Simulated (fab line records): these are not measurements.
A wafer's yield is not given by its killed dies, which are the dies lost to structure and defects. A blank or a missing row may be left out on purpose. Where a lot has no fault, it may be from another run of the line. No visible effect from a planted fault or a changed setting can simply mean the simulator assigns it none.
Problem report in the 8D (eight disciplines) form, filled by code -- flow sky130 -- the parts of the form that need people (team, actions taken, sign-off) are left out

1. THE ISSUE
cathode-dc-power-W at SKY_METAL1_SPUTTER_03 reads a mean of 2888.2 W on 6 wafers of 2 lots; wafers without a fault read 3000.0 W with a standard deviation of 0.52. That is -99 or more standard deviations from the usual mean.
The step: material Ti, target thk 5 nm, time 3.3 s.
Earliest sighting: wafer L526.3 on pvd-sputter-03 at day 35 00:31. The record has a number at this step for 36 wafers belonging to 12 lots. Rule for "out", or "out of limits": more than 4 standard deviations from the usual mean. The rest of the wafers with a number are treated as sound.

2. WHAT IT IS AND WHAT IT IS NOT
question,is,is not
which readings at this step,cathode-dc-power-W,throttle-valve-pct
which lots,"L526, L527","L516, L517, L518, L520, L521, L522, L529, L535, L536, L539"
which wafers of those lots,all that have a number,-
read on which tools,pvd-sputter-03,"pvd-sputter-01, pvd-sputter-02"
when,from day 35 00:31,"up to then (18 sound wafers); but 12 sound wafers of L529, L535, L536, L539 came after"

3. WHAT RULES OUT EACH SUSPECT
Counting: a tool at a process step up to the reading stays a suspect if it ran every lot that is out and no sound lot after the first of them.
- pvd-sputter-03 at SKY_METAL1_SPUTTER_03 (material Ti, target thk 5 nm, time 3.3 s): ruled out as a lasting fault. Sound lots L539 ran on it after its first lot that is out, L526 (day 35 00:31).
Left after counting: nothing in the record.

4. THE CAUSE (what the simulator had put in)
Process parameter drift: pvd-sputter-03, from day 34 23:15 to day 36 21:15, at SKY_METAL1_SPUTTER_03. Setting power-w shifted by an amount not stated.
Counting ruled it out, wrongly.

5. THE CHAIN OF EFFECTS, in route order
One row per reading whose mean, taken over the struck wafers that have a number, lies over 3 standard deviations from the usual. Only readings for which the record gives a usual standard deviation are gone through. hours: the time from each lot's start at the first step in this table that gives one to its start at this step, as a median over the lots. sigmas: the change in usual standard deviations.
hours,step,reading,usual,on struck wafers,change,sigmas
0,SKY_METAL1_SPUTTER_03,cathode-dc-power-W,3000.0 W,2888.2,-111.8,-99 or more
It contains these process steps:
- SKY_METAL1_SPUTTER_03: material Ti, target thk 5 nm, time 3.3 s.
At these later measuring or inspecting steps, every struck wafer for which the step has a row has a number for every such reading, and none has moved that far: SKY_METAL1_CD_MEAS_15, SKY_METAL1_OVL_MEAS_16.

6. HOW IT WOULD HAVE BEEN CAUGHT EARLIER
In this record the first reading out of limits was taken at day 35 00:31, 1 hour after the fault began at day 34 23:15.
